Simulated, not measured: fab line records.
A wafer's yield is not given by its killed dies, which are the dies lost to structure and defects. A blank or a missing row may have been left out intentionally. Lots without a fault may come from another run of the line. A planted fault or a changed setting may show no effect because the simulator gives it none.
A lot that was struck, set against a sound lot ; flow gf180mcu ; 15 out of 602 route steps
Sound: the wafers L577.2, L577.3, L577.6. Struck: wafer L589.2. (L589.3 of the same lot was not struck and is left out.) The cause comes at the end.
Per side, at each step with rows, come the tool, then ch with its chambers, and then its first start. Under that, the readings that differ: sound wafers ; struck wafers ; difference of the means ; sigmas: that difference in standard deviations of wafers without a fault.
alike: same words and numbers on both sides, and readings whose means sit less than 2 such deviations apart. not compared: any withheld reading, any reading some wafer has no value for, any bound like >300 that may hide the same value, and any number with overlapping values for which the record gives no deviation.
A row with sigmas, a row that says differs or no value, or rows on one side alone: a step with any of these is where the two part. When numbers do not overlap yet have no deviation, they are printed without sigmas and do not part them. Lack of a reading on every wafer of one side parts them only where that side has two or more wafers.

first, 5 steps without rows for these wafers: GF_V4_COAT_09 (resist thk 1000 nm); GF_V4_SOFTBAKE_10 (time 60 s); GF_V4_EXPOSE_11 (exposes mask Via4, target cd 260 nm); GF_V4_PEB_12 (peb time 90 s); GF_V4_DEVELOP_13 (develop time 60 s).
GF_V4_CD_MEAS_14: the cd target is 260 nm.
  sound on cd sem-01, day 24 20:31; struck on cd sem-01, day 28 14:44
  alike: cd nm
GF_V4_OVL_MEAS_15:
  sound on overlay-01, day 24 20:38; struck on overlay-01, day 28 14:50
  alike: V4_OVL
GF_V4_ETCH_16: etches BARC in N2/H2.
  sound on rie diel-01 ch 2,3, day 24 20:40; struck on rie diel-01 ch 3, day 28 14:52
reading;sound;struck;difference;sigmas
oes product au (a.u.);0.855 0.849 0.850;0.862;+0.011;+2
  alike: drypump motor current A, rf fwd power W, throttle valve pct
GF_V4_ETCH_17: etches SiO2 in C4F8/O2/Ar, stops on TiN, target depth 630 nm.
  sound: rie diel-01 ch 2,3; struck: rie diel-01 ch 3
  alike: oes product au, rf fwd power W
GF_V4_STRIP_18: strips in O2/N2.
  sound on plasma asher-02 ch 0,1, day 24 20:47; struck on plasma asher-02 ch 0, day 28 15:00
  alike: drypump motor current A, heater power w, oes product au
  not compared: rf hours counter h
then, 2 steps without rows for these wafers: GF_V4_STRIP_19 (strips in post etch residue remover, time 1200 s); GF_V4_CLEAN_20 (cleans in DIW).
GF_V4_SPUTTER_21: material Ti, target thk 15 nm, time 80.02 s.
  sound on pvd sputter-01, day 24 21:20; struck on pvd sputter-04, day 28 15:32
reading;sound;struck;difference;sigmas
model.Ti_of_V4_SPUTTER_21.thk nm (nm);14.78 14.98 14.84;12.25;-2.62;
  alike: throttle valve pct
GF_V4_SPUTTER_22: material TiN, target thk 10 nm, time 40 s.
  sound on pvd sputter-01, day 24 21:23; struck on pvd sputter-04, day 28 15:36
  alike: throttle valve pct
-- the record jumps here: 4 days lie between the struck wafers' starts before and after (it left off in module V4 and takes up again in module PASSIVATION, whose first step shown is number 602 of the route) --
GF_PASSIVATION_PROBE_99:
  only the struck wafers here have rows in the record (prober-01, day 32 16:43); the sound ones have none

== WHERE THEY PART ==
Last at GF_PASSIVATION_PROBE_99 as far as this record goes, first at GF_V4_ETCH_16.

WHY: what the simulator had put in
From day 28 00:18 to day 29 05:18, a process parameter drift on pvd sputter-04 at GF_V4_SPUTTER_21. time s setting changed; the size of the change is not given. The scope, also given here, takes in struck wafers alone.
